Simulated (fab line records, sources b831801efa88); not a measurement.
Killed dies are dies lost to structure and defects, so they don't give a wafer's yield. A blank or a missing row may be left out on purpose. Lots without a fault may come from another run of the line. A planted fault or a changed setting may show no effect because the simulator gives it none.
Split-lot experiment | flow sfq_line | 5 lots, 27 wafers read, on a route of 325 steps

THE SPLIT
At SFQ_TRILAYER_M7_DEP_SPUTTER_175 (material Nb, target thk 200 nm, time 133.3 s), the setting time_s was moved away from the recipe's 133.3 s on 9 of the 27 wafers read, by -16.7% to +42.8%. The other wafers ran this setting at the recipe's value.

FROM THE SPLIT TO THE READING: what the file shows between them, 3 steps
- SFQ_M7_RS_MEAS_943: measures by four-point-probe
- SFQ_TRILAYER_M7_LITHO_COAT_182: resist thk 62 nm
- SFQ_TRILAYER_M7_BARC_OPEN_METAL_ETCH_229: etches BARC in O2, target depth 125 nm, time 41.7 s

THE READING
oes_product_au, in a.u., at SFQ_TRILAYER_M7_ETCH_METAL_ETCH_180 (etches Nb in Cl2/Ar, stops on SiO2, target depth 240 nm, time 120 s). Fault-free wafers of this fab line usually give 0.894 a.u., standard deviation 0.0069 a.u..

wafer  | tool, chamber at the split | time_s as run, s | against the recipe | oes_product_au, a.u. | against lot-mates on the recipe
L074.1 | pvd_sputter-04, -          | 162.6            | +22.0%             | 0.997                | +0.100
L074.2 | pvd_sputter-04, -          | 162.6            | +22.0%             | 1.003                | +0.106
L074.3 | pvd_sputter-04, -          | 133.3            | recipe             | 0.895                | -
L074.4 | pvd_sputter-04, -          | 133.3            | recipe             | 0.894                | -
L074.5 | pvd_sputter-04, -          | 162.6            | +22.0%             | 0.996                | +0.099
L074.6 | pvd_sputter-04, -          | 133.3            | recipe             | 0.902                | -
L080.1 | pvd_sputter-06, -          | 133.3            | recipe             | 0.907                | -
L080.2 | pvd_sputter-06, -          | 133.3            | recipe             | 0.898                | -
L080.5 | pvd_sputter-06, -          | 133.3            | recipe             | 0.883                | -
L081.1 | pvd_sputter-05, -          | 133.3            | recipe             | 0.891                | -
L081.2 | pvd_sputter-05, -          | 133.3            | recipe             | 0.896                | -
L081.3 | pvd_sputter-05, -          | 133.3            | recipe             | 0.894                | -
L081.4 | pvd_sputter-05, -          | 133.3            | recipe             | 0.891                | -
L081.5 | pvd_sputter-05, -          | 133.3            | recipe             | 0.891                | -
L081.6 | pvd_sputter-05, -          | 133.3            | recipe             | 0.886                | -
L083.1 | pvd_sputter-04, -          | 190.4            | +42.8%             | 0.995                | +0.096
L083.2 | pvd_sputter-04, -          | 190.4            | +42.8%             | 1.006                | +0.107
L083.3 | pvd_sputter-04, -          | 133.3            | recipe             | 0.897                | -
L083.4 | pvd_sputter-04, -          | 190.4            | +42.8%             | 0.999                | +0.100
L083.5 | pvd_sputter-04, -          | 133.3            | recipe             | 0.896                | -
L083.6 | pvd_sputter-04, -          | 133.3            | recipe             | 0.904                | -
L084.1 | pvd_sputter-06, -          | 111              | -16.7%             | 0.806                | -0.075
L084.2 | pvd_sputter-06, -          | 133.3            | recipe             | 0.890                | -
L084.3 | pvd_sputter-06, -          | 111              | -16.7%             | 0.794                | -0.087
L084.4 | pvd_sputter-06, -          | 133.3            | recipe             | 0.878                | -
L084.5 | pvd_sputter-06, -          | 111              | -16.7%             | 0.791                | -0.090
L084.6 | pvd_sputter-06, -          | 133.3            | recipe             | 0.876                | -

THE FIT
A straight line over all 27 wafers: oes_product_au changes by +0.00337 a.u. for each +1% of time_s; r = +0.93; the points scatter about the line by 0.022 a.u..
The same after taking each lot's own level away (the mean of its wafers on the recipe; 27 wafers): +0.00314 a.u. for each +1%; r = +0.93; scatter 0.02 a.u..
On that fit, the largest move of time_s shifts the reading by 0.13 a.u..
The lots' own levels span 0.8813 to 0.8990 a.u., that is 2.6 times the standard deviation above.
So the lot-to-lot level changes the slope little: the two slopes agree.
Check: with one of the wafers moved furthest among these (+42.8%) left out of the fit, the line predicts +0.141 a.u. for it against its lot-mates. It came out at +0.096 a.u. against them.

OTHER SPLITS ON THESE WAFERS
These wafers also went through other splits before the reading. Each is held against what the fit with the lots' levels taken away leaves over:
other split on the same wafers                | wafers away from the commonest value | r with oes_product_au (lot level and that fit taken away)
SFQ_TRILAYER_A5B_DEP_PECVD_129 time_s         | 12                                   | +0.26
SFQ_TRILAYER_I5_BARC_OPEN_VIA_ETCH_200 time_s | 9                                    | +0.22
SFQ_TRILAYER_M6_ETCH_METAL_ETCH_162 time_s    | 12                                   | +0.46

THE WHOLE CHAIN: every reading that the file lists as answering this split, in the file's order
step                                | what it does                                                        | reading                                                                                   | change (the file's fit)                   | r (the file's)
SFQ_TRILAYER_M7_DEP_SPUTTER_175     | material Nb, target thk 200 nm, time 133.3 s                        | Nb_of_TRILAYER_M7_DEP_SPUTTER_175.thk_nm (the simulator's own value, which no gauge read) | +1.99 nm for each +1% of the setting      | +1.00
SFQ_M7_RS_MEAS_943                  | measures by four-point-probe                                        | M7_NB_RS                                                                                  | -0.00689 for each +1% of the setting      | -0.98
SFQ_TRILAYER_M7_ETCH_METAL_ETCH_180 | etches Nb in Cl2/Ar, stops on SiO2, target depth 240 nm, time 120 s | oes_product_au                                                                            | +0.00308 a.u. for each +1% of the setting | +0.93

THE FILE'S OWN FIT
oes_product_au changes by +0.00308 a.u. for each +1% of time_s, r = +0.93.
